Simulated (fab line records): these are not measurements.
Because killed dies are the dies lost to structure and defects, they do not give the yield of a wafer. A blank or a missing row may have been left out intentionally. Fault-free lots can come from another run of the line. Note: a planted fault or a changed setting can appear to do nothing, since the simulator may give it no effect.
The tool behind it: which one? | flow gf180mcu | 11 lots, 33 wafers sampled, at 4 steps of a route of 602

## WHAT THE GAUGES SHOWED, per wafer
GF_V3_RS_MEAS_24: the measuring method here is four-point-probe.
lot  | measured     | on           | V3_W_RS (ohm/sq)
L969 | day 22 10:00 | filmMetro-03 | 0.325 0.327 0.328
L970 | day 22 17:22 | filmMetro-03 | 0.332 0.334 0.328
L971 | day 23 08:14 | filmMetro-04 | 0.335 0.329 0.328
L972 | day 23 09:24 | filmMetro-04 | 0.340 0.333 0.332
L974 | day 24 06:10 | filmMetro-04 | 0.333 0.334 0.332
L977 | day 25 16:08 | filmMetro-02 | 0.331 0.235 0.327
L978 | day 25 17:54 | filmMetro-04 | 0.234 0.332 0.236
L981 | day 26 16:11 | filmMetro-03 | 0.321 0.322 0.328
L988 | day 28 14:23 | filmMetro-04 | 0.329 0.333 0.331
L989 | day 28 17:25 | filmMetro-03 | 0.323 0.325 0.319
L992 | day 30 05:17 | filmMetro-02 | 0.320 0.324 0.326

## WHICH TOOL RAN EACH LOT (tool, then ch and the chambers of the sampled wafers, then the start)
lot  | GF_HV_LDD_RTA_52                | GF_PSD_RTA_13                   | GF_V3_CVD_23
L969 | rtpAnneal-02 ch 0, day 12 10:33 | rtpAnneal-02 ch 0, day 14 05:59 | cvdW-02 ch 0, day 22 09:53
L970 | rtpAnneal-02 ch 0, day 12 16:05 | rtpAnneal-01 ch 0, day 14 11:44 | cvdW-02 ch 0,1, day 22 17:14
L971 | rtpAnneal-01 ch 0, day 13 02:41 | rtpAnneal-01 ch 0, day 14 23:17 | cvdW-01 ch 0,1, day 23 08:07
L972 | rtpAnneal-01 ch 0, day 13 06:16 | rtpAnneal-01 ch 0, day 15 03:00 | cvdW-02 ch 0,1, day 23 09:16
L974 | rtpAnneal-02 ch 0, day 13 23:36 | rtpAnneal-01 ch 0, day 15 21:48 | cvdW-02 ch 0,1, day 24 06:04
L977 | rtpAnneal-02 ch 0, day 15 01:59 | rtpAnneal-01 ch 0, day 17 03:30 | cvdW-02 ch 0,1, day 25 16:01
L978 | rtpAnneal-01 ch 0, day 15 13:10 | rtpAnneal-02 ch 0, day 17 13:02 | cvdW-02 ch 0,1, day 25 17:47
L981 | rtpAnneal-01 ch 0, day 16 09:59 | rtpAnneal-02 ch 0, day 18 10:46 | cvdW-01 ch 0,1, day 26 16:04
L988 | rtpAnneal-02 ch 0, day 18 18:00 | rtpAnneal-02 ch 0, day 20 21:57 | cvdW-02 ch 0,1, day 28 14:16
L989 | rtpAnneal-01 ch 0, day 18 22:38 | rtpAnneal-02 ch 0, day 21 02:21 | cvdW-01 ch 0,1, day 28 17:18
L992 | rtpAnneal-01 ch 0, day 20 07:57 | rtpAnneal-02 ch 0, day 22 10:19 | cvdW-01 ch 0,1, day 30 05:11
- GF_HV_LDD_RTA_52: time 10 s.
- GF_PSD_RTA_13: time 20 s.
- GF_V3_CVD_23: deposits W, target thk 350 nm, time 104.9 s.

## THE ANSWER, worked out from the rows above alone
Rule: the lots themselves supply what counts as usual. The widest of any qualifying gaps counts: lots, ordered by their means at a reading, are off when they make up no more than a third of the lots, leave a main group of 4 or more, and stand apart from it by 3 or more times the standard deviation of that group's means. A main group whose means are all the same, to the digits that the tables above print for the reading, isn't used. Also off: a lot with no number at a reading for which 4 or more lots have one. All remaining lots with rows at the step are treated as sound.
Off: L977, L978, at GF_V3_RS_MEAS_24 (V3_W_RS). The main group has a mean of 0.329 ohm/sq with a standard deviation of 0.0044.
A tool fits if, at a process step before that reading, it ran every lot that is off, and no sound lot after the first of them. The gauges at GF_V3_RS_MEAS_24 are tried like those tools. Not one of the candidates tried fits.

## WHAT WAS PUT IN BY THE SIMULATOR
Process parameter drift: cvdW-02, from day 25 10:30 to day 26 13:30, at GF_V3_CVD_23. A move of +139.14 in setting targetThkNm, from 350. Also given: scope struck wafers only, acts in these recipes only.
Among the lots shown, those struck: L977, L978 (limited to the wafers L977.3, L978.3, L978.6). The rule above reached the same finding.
